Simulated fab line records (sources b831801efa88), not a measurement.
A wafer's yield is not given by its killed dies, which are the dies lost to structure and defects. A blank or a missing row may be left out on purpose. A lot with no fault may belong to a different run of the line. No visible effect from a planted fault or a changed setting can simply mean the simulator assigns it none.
A lot that was struck, set against a sound lot -- flow sky130 -- 16 out of 708 route steps
Sound: these wafers, L462.1, L462.2, L462.4. Struck: wafer L480.4. (L480.2, L480.3 of the same lot were not struck and are left out.) The cause comes at the end.
Per side, at each step with rows, come the tool, then ch with its chambers, and then its first start. Under that, the readings that differ: sound wafers -- struck wafers -- difference of the means -- sigmas: that difference in standard deviations of wafers without a fault.
alike: words and numbers the same on both sides, and readings whose means are apart by under 2 such deviations; not compared: readings that were withheld, readings missing a value for some wafer, numbers with overlapping values and no deviation given by the record, and bounds like >300 which may hide the same value.
The two part at a step that has a row with sigmas, a row that says differs or no value, or rows on one side only. When numbers do not overlap yet have no deviation, they are printed without sigmas and do not part them. A reading missing from all wafers of one side parts the sides only when that side holds two or more wafers.

first, 1 step without rows for these wafers: SKY_FIELD_ISO_DEVELOP_12 (develop time 60 s).
SKY_FIELD_ISO_CD_MEAS_13 targets a cd of 150 nm.
  sound on cd_sem-02 at day 2 10:58; struck on cd_sem-01 at day 6 09:46
  alike: cd_nm
SKY_FIELD_ISO_ETCH_14: etches BARC in N2/H2, stops on SiO2, time 45.9 s, target depth 60 nm.
  sound on rie_diel-01 ch 0,1, day 2 11:05; struck on rie_diel-02 ch 3, day 6 09:52
  alike: chamber_pressure_mTorr, drypump_motor_current_A, oes_product_au, throttle_valve_pct
  not compared: rf_hours_counter_h
SKY_FIELD_ISO_ETCH_15: etches the open film in CHF3/O2, stops on Si, target depth 180 nm, time 72 s.
  sound on rie_diel-01 ch 0,1, day 2 11:07; struck on rie_diel-02 ch 3, day 6 09:55
  alike: chamber_pressure_mTorr, chf3_flow_sccm, drypump_motor_current_A, oes_product_au, throttle_valve_pct
  not compared: rf_hours_counter_h
SKY_FIELD_ISO_STRIP_16: strips in O2/N2.
  sound on plasma_asher-02 ch 0,1, day 2 11:11; struck on plasma_asher-02 ch 0, day 6 09:58
reading,sound,struck,difference,sigmas
oes_product_au (a.u.),0.379 0.377 0.385,0.370,-0.010,-2
  alike: chamber_pressure_mTorr, drypump_motor_current_A, o2_flow_sccm, strip_time_to_endpoint_s
  not compared: rf_hours_counter_h
SKY_FIELD_ISO_ETCH_17: etches Si in HBr/Cl2/O2, target depth 342 nm, time 97.7 s.
  sound on rie_si-02 ch 0,1,2, day 2 11:17; struck on rie_si-02 ch 3, day 6 10:04
reading,sound,struck,difference,sigmas
chamber_pressure_mTorr (mTorr),15.020 14.995 14.977,15.035,+0.038,+3
oes_product_au (a.u.),0.999 0.991 1.007,0.974,-0.025,-2
rf_hours_counter_h (h),78 90 12,1,-59,
  alike: drypump_motor_current_A, throttle_valve_pct
then, 5 steps without rows for these wafers: SKY_FIELD_ISO_WET_ETCH_18 (etches Si3N4 in H3PO4, target depth 25 nm, time 286 s); SKY_FIELD_ISO_CLEAN_19 (cleans in SC1/SC2, time 150 s); SKY_FIELD_ISO_CLEAN_20 (cleans in dHF, time 20 s); SKY_FIELD_ISO_WET_ETCH_21 (etches SiO2 in dHF, target depth 20 nm, time 400 s); SKY_FIELD_ISO_OXIDATION_22 (stabilise 600 s, purge 300 s, target thk 10 nm).
SKY_FIELD_ISO_THK_MEAS_23:
  sound on film_metro-02 at day 2 15:08; struck on film_metro-04 at day 6 12:16
  alike: FIELD_ISO_OXIDATION_01_THK
SKY_FIELD_ISO_CVD_24: deposits SiO2, target thk 595 nm, time 99.2 s.
  sound on hdpcvd-02 ch 0,1, day 2 15:12; struck on hdpcvd-01 ch 0, day 6 12:19
reading,sound,struck,difference,sigmas
model.SiO2_of_FIELD_ISO_CVD_24.thk_nm (nm),591.9 590.6 582.6,641.1,+52.7,
SKY_FIELD_ISO_THK_MEAS_25:
  sound on film_metro-04 at day 2 15:16; struck on film_metro-01 at day 6 12:23
reading,sound,struck,difference,sigmas
FIELD_ISO_CVD_24_THK (nm),592 590 582,641,+53,+9
then, 1 step without rows for these wafers: SKY_FIELD_ISO_ANNEAL_26 (time 1800 s).
-- a jump in the record: the struck wafers' starts before and after are 44 days apart (it breaks off in module FIELD_ISO and resumes in module PAD_OPEN, where the first step shown is number 708 of the route) --
SKY_PAD_OPEN_PROBE_99:
  sound on prober-02 at day 46 12:00; struck on prober-01 at day 50 16:11
reading,sound,struck,difference,sigmas
killed_open,36 41 33,54,+17,+2
  alike: killed_at_M0_to_M3, killed_at_M4_up, killed_at_contacts, killed_at_front_end, killed_at_other, killed_dies, killed_short

## WHERE THEY PART
Earliest at SKY_FIELD_ISO_STRIP_16; latest, in this record, at SKY_PAD_OPEN_PROBE_99.

WHY: what had been put in by the simulator
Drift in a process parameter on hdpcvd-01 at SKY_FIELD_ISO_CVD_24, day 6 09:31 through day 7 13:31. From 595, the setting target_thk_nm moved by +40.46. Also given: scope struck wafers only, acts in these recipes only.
